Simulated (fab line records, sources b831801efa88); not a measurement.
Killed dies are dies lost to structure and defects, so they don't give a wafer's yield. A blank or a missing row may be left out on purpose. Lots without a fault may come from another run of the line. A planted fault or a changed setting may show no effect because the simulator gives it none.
One fault seen from 2 desks | flow gf180mcu | each desk has only its own numbers; what lay behind them comes last

THE METROLOGY DESK
What the gauges read, lot by lot, whatever tool the lot ran on: means of the sampled wafers that have a number. A lot is out of limits, marked OUT, if its mean lies more than 4 standard deviations from the usual mean; the brackets give that distance.
Columns: A = V4_W_RS at GF_V4_RS_MEAS_24, usual 0.327 ohm/sq; B = V4_W_THK at GF_V4_THK_MEAS_25, usual 345 nm; C = MIM_CVD_05_THK at GF_MIM_THK_MEAS_06, usual 42.2 nm; D = MIM_ALCU_RS at GF_MIM_RS_MEAS_10, usual 0.1603 ohm/sq; E = MIM_ALCU_THK at GF_MIM_THK_MEAS_11, usual 197.1 nm
lot  | first seen here | A     | B   | C    | D      | E
L146 | day 24 20:15    | 0.323 | 347 | 41.8 | 0.1605 | 196.7
L153 | day 27 05:06    | 0.327 | 344 | 42.0 | 0.1587 | 198.7
L156 | day 28 04:38    | 0.329 | 343 | 42.1 | 0.1593 | 196.2
L157 | day 28 08:09    | 0.326 | 347 | 41.9 | 0.1597 | 196.6
L165 | day 30 16:20    | 0.326 | 349 | 41.9 | 0.1633 | 194.6
L168 | day 31 09:04    | 0.327 | 343 | 42.8 | 0.1616 | 195.0
This desk's finding: nothing out of limits on any of the 6 lots.

THE TOOL OWNER'S DESK: pvd_sputter-04
The tool's own readings at GF_MIM_SPUTTER_07 (material TiN, target thk 60 nm, time 50 s): means of the sampled wafers that have a number, for each lot that ran on this tool. A lot is out of limits, marked OUT, if its mean lies more than 4 standard deviations from the usual mean; the brackets give that distance.
Columns: A = chamber_pressure_pa at GF_MIM_SPUTTER_07, usual 0.3999 Pa; B = throttle_valve_pct at GF_MIM_SPUTTER_07, usual 30.0 %
lot  | first seen here | A      | B
L146 | day 24 21:02    | 0.4001 | 29.0
L156 | day 28 05:25    | 0.4005 | 29.7
L157 | day 28 08:56    | 0.3997 | 29.7
This desk's finding: nothing out of limits on any of the 3 lots.

PUT TOGETHER
The metrology desk saw nothing out of limits.
The tool owner's desk saw nothing out of limits.

WHAT THE SIMULATOR HAD PUT IN
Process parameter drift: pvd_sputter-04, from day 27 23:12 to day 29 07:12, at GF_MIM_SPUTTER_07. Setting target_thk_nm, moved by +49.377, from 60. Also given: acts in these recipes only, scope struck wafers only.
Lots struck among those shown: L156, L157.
